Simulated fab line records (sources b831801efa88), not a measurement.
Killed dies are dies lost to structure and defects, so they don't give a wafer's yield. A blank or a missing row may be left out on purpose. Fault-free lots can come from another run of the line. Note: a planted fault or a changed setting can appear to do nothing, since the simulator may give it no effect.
The tool behind it: which one? + flow sky130 + 13 lots, 39 wafers sampled, at 4 steps of a route of 708

== WHAT EACH GAUGE READ, for each wafer ==
SKY_FIELD_ISO_CD_MEAS_13: the cd target is 150 nm. Usual: 150.5 nm for cd_nm, sd 1.4.
| lot  | measured    | on        | cd_nm (nm)        | flag |
|------|-------------|-----------|-------------------|------|
| L699 | day 2 05:26 | cd_sem-02 | 150.1 152.3 150.3 |      |
| L701 | day 2 16:47 | cd_sem-01 | 150.5 149.9 149.7 |      |
| L702 | day 2 20:45 | cd_sem-02 | 149.6 149.6 147.8 |      |
| L703 | day 3 00:40 | cd_sem-01 | 149.4 149.5 150.0 |      |
| L705 | day 3 14:29 | cd_sem-02 | 151.2 151.4 150.8 |      |
| L709 | day 4 08:56 | cd_sem-02 | 150.0 149.8 149.3 |      |
| L710 | day 4 13:05 | cd_sem-01 | 150.2 149.6 150.8 |      |
| L713 | day 5 07:22 | cd_sem-02 | 150.5 148.4 149.9 |      |
| L714 | day 5 09:56 | cd_sem-02 | 152.8 151.5 152.2 |      |
| L716 | day 5 20:43 | cd_sem-01 | 150.9 151.8 152.4 |      |
| L717 | day 6 02:12 | cd_sem-01 | 151.9 151.4 152.2 |      |
| L721 | day 7 04:43 | cd_sem-01 | 152.3 151.8 152.3 |      |
| L722 | day 7 05:59 | cd_sem-01 | 149.7 149.7 150.1 |      |

SKY_VT_ADJUST_HVTR_OVL_MEAS_08. Usual: VT_ADJUST_HVTR_OVL typically reads 0.5 nm, with standard deviation 1.4.
| lot  | measured     | on         | VT_ADJUST_HVTR_OVL (nm) | flag |
|------|--------------|------------|-------------------------|------|
| L699 | day 9 08:28  | overlay-02 | 0.5 1.9 2.1             |      |
| L701 | day 9 23:55  | overlay-02 | -0.8 0.6 -0.1           |      |
| L702 | day 10 08:20 | overlay-02 | 1.0 0.3 1.2             |      |
| L703 | day 10 11:22 | overlay-02 | 0.6 0.2 0.3             |      |
| L705 | day 11 09:46 | overlay-01 | 2.5 3.0 0.5             |      |
| L709 | day 12 11:40 | overlay-01 | -0.8 1.3 1.1            |      |
| L710 | day 12 16:30 | overlay-01 | 0.4 -0.5 -1.0           |      |
| L713 | day 13 22:50 | overlay-02 | 1.7 1.5 1.1             |      |
| L714 | day 14 08:49 | overlay-01 | -1.2 0.2 -0.5           |      |
| L716 | day 15 02:03 | overlay-02 | -0.6 -0.7 -0.7          |      |
| L717 | day 15 09:38 | overlay-01 | -2.4 0.4 0.9            |      |
| L721 | day 16 13:55 | overlay-01 | -1.6 -1.3 -1.3          |      |
| L722 | day 16 09:52 | overlay-02 | 0.2 -0.7 -0.8           |      |

== EACH LOT AND THE TOOL THAT RAN IT (in order: tool; ch and the chambers of the sampled wafers; start) ==
| lot  | SKY_NWELL_STRIP_25                   | SKY_VT_ADJUST_HVTP_IMPLANT_09   |
|------|--------------------------------------|---------------------------------|
| L699 | plasma_asher-03 ch 0,1, day 5 05:41  | implanter-02 ch 0, day 5 23:50  |
| L701 | plasma_asher-02 ch 0,1, day 5 19:35  | implanter-04 ch 0, day 6 13:48  |
| L702 | plasma_asher-03 ch 0,1, day 6 00:13  | implanter-01 ch 0, day 6 18:31  |
| L703 | plasma_asher-03 ch 0,1, day 6 05:01  | implanter-01 ch 0, day 7 00:21  |
| L705 | plasma_asher-01 ch 0,1, day 6 21:10  | implanter-04 ch 0, day 7 16:31  |
| L709 | plasma_asher-03 ch 0,1, day 7 19:02  | implanter-04 ch 0, day 8 16:45  |
| L710 | plasma_asher-01 ch 0,1, day 7 23:41  | implanter-04 ch 0, day 8 20:43  |
| L713 | plasma_asher-01 ch 0,1, day 9 00:10  | implanter-02 ch 0, day 9 22:03  |
| L714 | plasma_asher-01 ch 0,1, day 9 07:53  | implanter-01 ch 0, day 10 06:41 |
| L716 | plasma_asher-01 ch 0,1, day 9 21:47  | implanter-01 ch 0, day 10 21:10 |
| L717 | plasma_asher-03 ch 0,1, day 10 05:10 | implanter-02 ch 0, day 11 04:52 |
| L721 | plasma_asher-02 ch 0,1, day 11 04:11 | implanter-02 ch 0, day 12 04:24 |
| L722 | plasma_asher-01 ch 0,1, day 11 02:11 | implanter-01 ch 0, day 12 01:53 |
- SKY_NWELL_STRIP_25: strips in O2/N2.
- SKY_VT_ADJUST_HVTP_IMPLANT_09

== AS READ BY THE TOOLS THEMSELVES (means over the sampled wafers that have a number; for cases with no such wafer, the mark the record gives instead) ==
SKY_NWELL_STRIP_25. Usual: drypump_motor_current_A 5.6 A, standard deviation 0.41; oes_product_au 0.722 a.u., standard deviation 0.0043; strip_time_to_endpoint_s 36.91 s, standard deviation 0.11.
| lot  | tool            | drypump_motor_current_A (A) | oes_product_au (a.u.) | strip_time_to_endpoint_s (s) | flag |
|------|-----------------|-----------------------------|-----------------------|------------------------------|------|
| L699 | plasma_asher-03 | 5.6                         | 0.723                 | 36.92                        |      |
| L701 | plasma_asher-02 | 5.1                         | 0.726                 | 36.90                        |      |
| L702 | plasma_asher-03 | 5.6                         | 0.720                 | 36.86                        |      |
| L703 | plasma_asher-03 | 5.6                         | 0.729                 | 36.93                        |      |
| L705 | plasma_asher-01 | 5.9                         | 0.724                 | 36.85                        |      |
| L709 | plasma_asher-03 | 5.8                         | 0.721                 | 36.87                        |      |
| L710 | plasma_asher-01 | 5.9                         | 0.720                 | 36.94                        |      |
| L713 | plasma_asher-01 | 5.8                         | 0.723                 | 36.87                        |      |
| L714 | plasma_asher-01 | 5.9                         | 0.725                 | 36.95                        |      |
| L716 | plasma_asher-01 | 5.9                         | 0.727                 | 36.94                        |      |
| L717 | plasma_asher-03 | 5.6                         | 0.722                 | 36.81                        |      |
| L721 | plasma_asher-02 | 5.4                         | 0.719                 | 36.82                        |      |
| L722 | plasma_asher-01 | 5.8                         | 0.722                 | 36.83                        |      |

SKY_VT_ADJUST_HVTP_IMPLANT_09. Usual: 149.99 for beam_energy_keV, sd 0.051.
| lot  | tool         | beam_energy_keV | flag |
|------|--------------|-----------------|------|
| L699 | implanter-02 | 149.97          |      |
| L701 | implanter-04 | 149.94          |      |
| L702 | implanter-01 | 149.94          |      |
| L703 | implanter-01 | 150.04          |      |
| L705 | implanter-04 | 149.93          |      |
| L709 | implanter-04 | 163.63          | OFF  |
| L710 | implanter-04 | 163.70          | OFF  |
| L713 | implanter-02 | 149.97          |      |
| L714 | implanter-01 | 150.03          |      |
| L716 | implanter-01 | 149.97          |      |
| L717 | implanter-02 | 149.97          |      |
| L721 | implanter-02 | 150.01          |      |
| L722 | implanter-01 | 150.08          |      |

== THE ANSWER, worked out from the rows above alone ==
Rule: lot off if the mean of its wafers having a number is beyond 3 standard deviations from the usual mean. A lot without any number at a reading at which 4 lots or more have one is off too. The other lots that the step has rows for count as sound. First the gauges in route order, then the tools' own readings, where a lot's mean is used as printed above. At the first step where some lot is off, the reading lying furthest off is the one used; lots without a number count as furthest.
Off, at SKY_VT_ADJUST_HVTP_IMPLANT_09 on beam_energy_keV: L709, L710.
If a tool, at that step or one of the process steps before it, ran each lot that is off and ran no sound lot following the first of them, it fits. One candidate fits, namely implanter-04 at SKY_VT_ADJUST_HVTP_IMPLANT_09. Its last sound lot is L705 (day 7 16:31), its first lot that is off L709 (day 8 16:45): a fault that began between those two fits.
The tool's own readings at SKY_VT_ADJUST_HVTP_IMPLANT_09 bear it out: on the lots that are off they differ by more than 5 times the standard deviation of the sound lots' means. beam_energy_keV reads 163.66 there against 149.99 on the sound lots.

== WHAT THE SIMULATOR HAD INSERTED ==
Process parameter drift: implanter-04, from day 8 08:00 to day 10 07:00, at SKY_VT_ADJUST_HVTP_IMPLANT_09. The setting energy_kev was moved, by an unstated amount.
Shown lots that were struck: L709, L710. This agrees with what the rule above found.
